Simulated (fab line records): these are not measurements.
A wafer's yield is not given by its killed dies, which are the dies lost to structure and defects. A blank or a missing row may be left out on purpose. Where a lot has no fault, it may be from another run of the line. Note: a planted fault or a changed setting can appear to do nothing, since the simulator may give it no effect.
Chamber matching / flow sky130 / rie diel-04 running SKY_METAL4_ETCH_17: 4 sister chambers
The step etches SiO2 in C4F8/O2/Ar, stops on TiN, time 3.9 s, target depth 15 nm. 14 wafers are shown with their chamber, then 7 later ones without.

## WAFERS, EACH WITH ITS CHAMBER
wafer=L077.1; chamber=3; rf fwd power W (W)=1469; bias w (W)=1205; oes product au (a.u.)=0.749
wafer=L077.2; chamber=1; rf fwd power W (W)=1477; bias w (W)=1208; oes product au (a.u.)=0.761
wafer=L077.5; chamber=3; rf fwd power W (W)=1466; bias w (W)=1203; oes product au (a.u.)=0.773
wafer=L080.1; chamber=2; rf fwd power W (W)=1480; bias w (W)=1194; oes product au (a.u.)=0.752
wafer=L080.2; chamber=0; rf fwd power W (W)=1481; bias w (W)=1203; oes product au (a.u.)=0.747
wafer=L080.3; chamber=3; rf fwd power W (W)=1465; bias w (W)=1195; oes product au (a.u.)=0.763
wafer=L084.1; chamber=1; rf fwd power W (W)=1469; bias w (W)=1204; oes product au (a.u.)=0.755
wafer=L084.3; chamber=0; rf fwd power W (W)=1472; bias w (W)=1201; oes product au (a.u.)=0.751
wafer=L084.4; chamber=2; rf fwd power W (W)=1472; bias w (W)=1206; oes product au (a.u.)=0.770
wafer=L088.1; chamber=3; rf fwd power W (W)=1463; bias w (W)=1202; oes product au (a.u.)=0.746
wafer=L088.5; chamber=0; rf fwd power W (W)=1472; bias w (W)=1203; oes product au (a.u.)=0.751
wafer=L088.6; chamber=3; rf fwd power W (W)=1474; bias w (W)=1199; oes product au (a.u.)=0.765
wafer=L089.1; chamber=1; rf fwd power W (W)=1486; bias w (W)=1202; oes product au (a.u.)=0.753
wafer=L089.5; chamber=2; rf fwd power W (W)=1487; bias w (W)=1200; oes product au (a.u.)=0.751

SIGNATURES (means of the wafers above)
reading=rf fwd power W; chamber 0=1475.00; chamber 1=1477.33; chamber 2=1479.67; chamber 3=1467.40; scatter within a chamber=6.2
reading=bias w; chamber 0=1202.33; chamber 1=1204.67; chamber 2=1200.00; chamber 3=1200.80; scatter within a chamber=3.93
reading=oes product au; chamber 0=0.74967; chamber 1=0.75633; chamber 2=0.75767; chamber 3=0.75920; scatter within a chamber=0.00889
Rule: a wafer lies at a distance from a chamber equal to the root of the sum of squares, over the readings, of (its reading less the chamber's mean, divided by the reading's scatter). If the next closest chamber is less than 2 further off than the closest, the wafer can't be placed; otherwise it belongs to the closest. The scatter is the square root of a quotient: the sum, over the shown wafers, of each reading's squared deviation from its chamber's mean, divided by wafers minus chambers.

## WAFERS MISSING THEIR CHAMBER
wafer=L089.6; rf fwd power W (W)=1467; bias w (W)=1201; oes product au (a.u.)=0.769
wafer=L095.1; rf fwd power W (W)=1488; bias w (W)=1196; oes product au (a.u.)=0.769
wafer=L095.2; rf fwd power W (W)=1468; bias w (W)=1203; oes product au (a.u.)=0.753
wafer=L095.4; rf fwd power W (W)=1472; bias w (W)=1206; oes product au (a.u.)=0.766
wafer=L097.1; rf fwd power W (W)=1484; bias w (W)=1207; oes product au (a.u.)=0.758
wafer=L097.5; rf fwd power W (W)=1475; bias w (W)=1200; oes product au (a.u.)=0.773
wafer=L097.6; rf fwd power W (W)=1480; bias w (W)=1198; oes product au (a.u.)=0.757

## WHICH CHAMBER EACH ONE RAN IN
wafer=L089.6; from the rows above=can't be placed: 3 or 1 or 2 or 0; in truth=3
wafer=L095.1; from the rows above=can't be placed: 2 or 1 or 0 or 3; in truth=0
wafer=L095.2; from the rows above=can't be placed: 3 or 0 or 1 or 2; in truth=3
wafer=L095.4; from the rows above=can't be placed: 1 or 3 or 0 or 2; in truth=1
wafer=L097.1; from the rows above=can't be placed: 1 or 2 or 0 or 3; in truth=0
wafer=L097.5; from the rows above=can't be placed: 2 or 3 or 1 or 0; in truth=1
wafer=L097.6; from the rows above=can't be placed: 2 or 0 or 1 or 3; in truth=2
0 of 7 placed correctly. Not placeable from these rows: 7 (in 7, the candidates include the true chamber). Wrongly placed: 0.
